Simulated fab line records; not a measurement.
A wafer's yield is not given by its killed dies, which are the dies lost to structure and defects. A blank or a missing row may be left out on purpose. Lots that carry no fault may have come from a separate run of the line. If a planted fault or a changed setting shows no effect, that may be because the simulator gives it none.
Split-lot study / flow sfqLine / 27 wafers read across 5 lots, on a route 325 steps long

## ABOUT THE SPLIT
At SFQ_TRILAYER_M2_BARC_OPEN_METAL_ETCH_077 (etches BARC in O2, target depth 125 nm, time 41.7 s), the setting timeS was moved away from the recipe's 41.7 s on 9 of the 27 wafers read, by -46.4% to +58.0%. The other wafers ran this setting at the recipe's value.

Split to reading: the file shows no intervening step.

## THE READING
KrF_of_TRILAYER_M2_LITHO_COAT_057.thkNm (the simulator's own value, which no gauge read), in nm, at SFQ_TRILAYER_M2_ETCH_METAL_ETCH_060 (etches Nb in Cl2/Ar, stops on SiO2, target depth 240 nm, time 120 s). There is no usual value for it anywhere in the file. Average 383.1 nm, standard deviation 4.4 nm, over the 18 wafers here run with the recipe.

wafer=L074.1; tool, chamber at the split=rieMetal-01, 1; timeS as run, s=41.7; against the recipe=recipe; KrF_of_TRILAYER_M2_LITHO_COAT_057.thkNm, nm=385.3; against lot-mates on the recipe=-
wafer=L074.4; tool, chamber at the split=rieMetal-01, 0; timeS as run, s=41.7; against the recipe=recipe; KrF_of_TRILAYER_M2_LITHO_COAT_057.thkNm, nm=379.4; against lot-mates on the recipe=-
wafer=L074.5; tool, chamber at the split=rieMetal-01, 1; timeS as run, s=41.7; against the recipe=recipe; KrF_of_TRILAYER_M2_LITHO_COAT_057.thkNm, nm=385.7; against lot-mates on the recipe=-
wafer=L077.1; tool, chamber at the split=rieMetal-04, 0; timeS as run, s=41.7; against the recipe=recipe; KrF_of_TRILAYER_M2_LITHO_COAT_057.thkNm, nm=386.8; against lot-mates on the recipe=-
wafer=L077.2; tool, chamber at the split=rieMetal-04, 1; timeS as run, s=41.7; against the recipe=recipe; KrF_of_TRILAYER_M2_LITHO_COAT_057.thkNm, nm=377.9; against lot-mates on the recipe=-
wafer=L077.3; tool, chamber at the split=rieMetal-04, 1; timeS as run, s=41.7; against the recipe=recipe; KrF_of_TRILAYER_M2_LITHO_COAT_057.thkNm, nm=377.2; against lot-mates on the recipe=-
wafer=L077.4; tool, chamber at the split=rieMetal-04, 0; timeS as run, s=41.7; against the recipe=recipe; KrF_of_TRILAYER_M2_LITHO_COAT_057.thkNm, nm=388.1; against lot-mates on the recipe=-
wafer=L077.5; tool, chamber at the split=rieMetal-04, 0; timeS as run, s=41.7; against the recipe=recipe; KrF_of_TRILAYER_M2_LITHO_COAT_057.thkNm, nm=387.8; against lot-mates on the recipe=-
wafer=L077.6; tool, chamber at the split=rieMetal-04, 1; timeS as run, s=41.7; against the recipe=recipe; KrF_of_TRILAYER_M2_LITHO_COAT_057.thkNm, nm=376.6; against lot-mates on the recipe=-
wafer=L078.1; tool, chamber at the split=rieMetal-01, 0; timeS as run, s=54.14; against the recipe=+29.8%; KrF_of_TRILAYER_M2_LITHO_COAT_057.thkNm, nm=363.6; against lot-mates on the recipe=-18.2
wafer=L078.2; tool, chamber at the split=rieMetal-01, 1; timeS as run, s=54.14; against the recipe=+29.8%; KrF_of_TRILAYER_M2_LITHO_COAT_057.thkNm, nm=371.7; against lot-mates on the recipe=-10.1
wafer=L078.3; tool, chamber at the split=rieMetal-01, 0; timeS as run, s=41.7; against the recipe=recipe; KrF_of_TRILAYER_M2_LITHO_COAT_057.thkNm, nm=379.9; against lot-mates on the recipe=-
wafer=L078.4; tool, chamber at the split=rieMetal-01, 1; timeS as run, s=41.7; against the recipe=recipe; KrF_of_TRILAYER_M2_LITHO_COAT_057.thkNm, nm=387.3; against lot-mates on the recipe=-
wafer=L078.5; tool, chamber at the split=rieMetal-01, 0; timeS as run, s=41.7; against the recipe=recipe; KrF_of_TRILAYER_M2_LITHO_COAT_057.thkNm, nm=378.2; against lot-mates on the recipe=-
wafer=L078.6; tool, chamber at the split=rieMetal-01, 1; timeS as run, s=54.14; against the recipe=+29.8%; KrF_of_TRILAYER_M2_LITHO_COAT_057.thkNm, nm=372.9; against lot-mates on the recipe=-8.9
wafer=L081.1; tool, chamber at the split=rieMetal-04, 0; timeS as run, s=41.7; against the recipe=recipe; KrF_of_TRILAYER_M2_LITHO_COAT_057.thkNm, nm=387.8; against lot-mates on the recipe=-
wafer=L081.2; tool, chamber at the split=rieMetal-04, 1; timeS as run, s=65.89; against the recipe=+58.0%; KrF_of_TRILAYER_M2_LITHO_COAT_057.thkNm, nm=346.2; against lot-mates on the recipe=-40.9
wafer=L081.3; tool, chamber at the split=rieMetal-04, 1; timeS as run, s=65.89; against the recipe=+58.0%; KrF_of_TRILAYER_M2_LITHO_COAT_057.thkNm, nm=343.7; against lot-mates on the recipe=-43.4
wafer=L081.4; tool, chamber at the split=rieMetal-04, 0; timeS as run, s=41.7; against the recipe=recipe; KrF_of_TRILAYER_M2_LITHO_COAT_057.thkNm, nm=386.6; against lot-mates on the recipe=-
wafer=L081.5; tool, chamber at the split=rieMetal-04, 0; timeS as run, s=41.7; against the recipe=recipe; KrF_of_TRILAYER_M2_LITHO_COAT_057.thkNm, nm=386.8; against lot-mates on the recipe=-
wafer=L081.6; tool, chamber at the split=rieMetal-04, 1; timeS as run, s=65.89; against the recipe=+58.0%; KrF_of_TRILAYER_M2_LITHO_COAT_057.thkNm, nm=346.9; against lot-mates on the recipe=-40.2
wafer=L082.1; tool, chamber at the split=rieMetal-01, 0; timeS as run, s=22.34; against the recipe=-46.4%; KrF_of_TRILAYER_M2_LITHO_COAT_057.thkNm, nm=402.1; against lot-mates on the recipe=+20.5
wafer=L082.2; tool, chamber at the split=rieMetal-01, 1; timeS as run, s=22.34; against the recipe=-46.4%; KrF_of_TRILAYER_M2_LITHO_COAT_057.thkNm, nm=407.6; against lot-mates on the recipe=+26.0
wafer=L082.3; tool, chamber at the split=rieMetal-01, 1; timeS as run, s=22.34; against the recipe=-46.4%; KrF_of_TRILAYER_M2_LITHO_COAT_057.thkNm, nm=407.1; against lot-mates on the recipe=+25.5
wafer=L082.4; tool, chamber at the split=rieMetal-01, 0; timeS as run, s=41.7; against the recipe=recipe; KrF_of_TRILAYER_M2_LITHO_COAT_057.thkNm, nm=377.7; against lot-mates on the recipe=-
wafer=L082.5; tool, chamber at the split=rieMetal-01, 1; timeS as run, s=41.7; against the recipe=recipe; KrF_of_TRILAYER_M2_LITHO_COAT_057.thkNm, nm=387.2; against lot-mates on the recipe=-
wafer=L082.6; tool, chamber at the split=rieMetal-01, 0; timeS as run, s=41.7; against the recipe=recipe; KrF_of_TRILAYER_M2_LITHO_COAT_057.thkNm, nm=380; against lot-mates on the recipe=-

THE FIT
A straight line over all 27 wafers: KrF_of_TRILAYER_M2_LITHO_COAT_057.thkNm changes by -0.562 nm for each +1% of timeS; r = -0.96; the points scatter about the line by 4.7 nm.
The same after taking each lot's own level away (the mean of its wafers on the recipe; 27 wafers): -0.603 nm for each +1%; r = -0.96; scatter 5 nm.
That fit puts the effect of the largest move of timeS on the reading at 35 nm.
From 381.63 to 387.07 nm: that is the span of the lots' own levels, equal to 1.2 times the standard deviation above.
So the lot-to-lot level changes the slope little: the two slopes agree.
Check: -34.3 nm against its lot-mates is what the line predicts for one of the wafers moved furthest among these (+58.0%) when that wafer is left out of the fit. Against them it came out at -40.9 nm.
Tool readings at the split's step, against how far the setting was moved: oesProductAu r = -0.81.

## THE OTHER SPLITS THESE WAFERS WENT THROUGH
These wafers also went through other splits before the reading. Each is held against what the fit with the lots' levels taken away leaves over:
other split on the same wafers=SFQ_TRILAYER_L0_BARC_OPEN_METAL_ETCH_010 timeS; wafers away from the commonest value=9; r with KrF_of_TRILAYER_M2_LITHO_COAT_057.thkNm (lot level and that fit taken away)=-0.23
other split on the same wafers=SFQ_TRILAYER_M0_DEP_SPUTTER_019 timeS; wafers away from the commonest value=6; r with KrF_of_TRILAYER_M2_LITHO_COAT_057.thkNm (lot level and that fit taken away)=-0.38
other split on the same wafers=SFQ_TRILAYER_M1_ETCH_METAL_ETCH_042 timeS; wafers away from the commonest value=12; r with KrF_of_TRILAYER_M2_LITHO_COAT_057.thkNm (lot level and that fit taken away)=+0.04

## THE WHOLE CHAIN: every reading that the file lists as answering this split, in the file's order
step=SFQ_TRILAYER_M2_BARC_OPEN_METAL_ETCH_077; what it does=etches BARC in O2, target depth 125 nm, time 41.7 s; reading=oesProductAu; change (the file's fit)=not straight: 0.947 at the lowest setting, 0.686 at the recipe, 0.638 at the highest; r (the file's)=not given
step=SFQ_TRILAYER_M2_BARC_OPEN_METAL_ETCH_077; what it does=etches BARC in O2, target depth 125 nm, time 41.7 s; reading=KrF_of_TRILAYER_M2_LITHO_COAT_057.thkNm (the simulator's own value, which no gauge read); change (the file's fit)=-0.536 nm for each +1% of the setting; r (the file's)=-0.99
step=SFQ_TRILAYER_M2_ETCH_METAL_ETCH_060; what it does=etches Nb in Cl2/Ar, stops on SiO2, target depth 240 nm, time 120 s; reading=KrF_of_TRILAYER_M2_LITHO_COAT_057.thkNm (the simulator's own value, which no gauge read); change (the file's fit)=-0.607 nm for each +1% of the setting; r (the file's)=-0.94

## THE FILE'S OWN FIT
KrF_of_TRILAYER_M2_LITHO_COAT_057.thkNm changes by -0.607 nm for each +1% of timeS, r = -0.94.
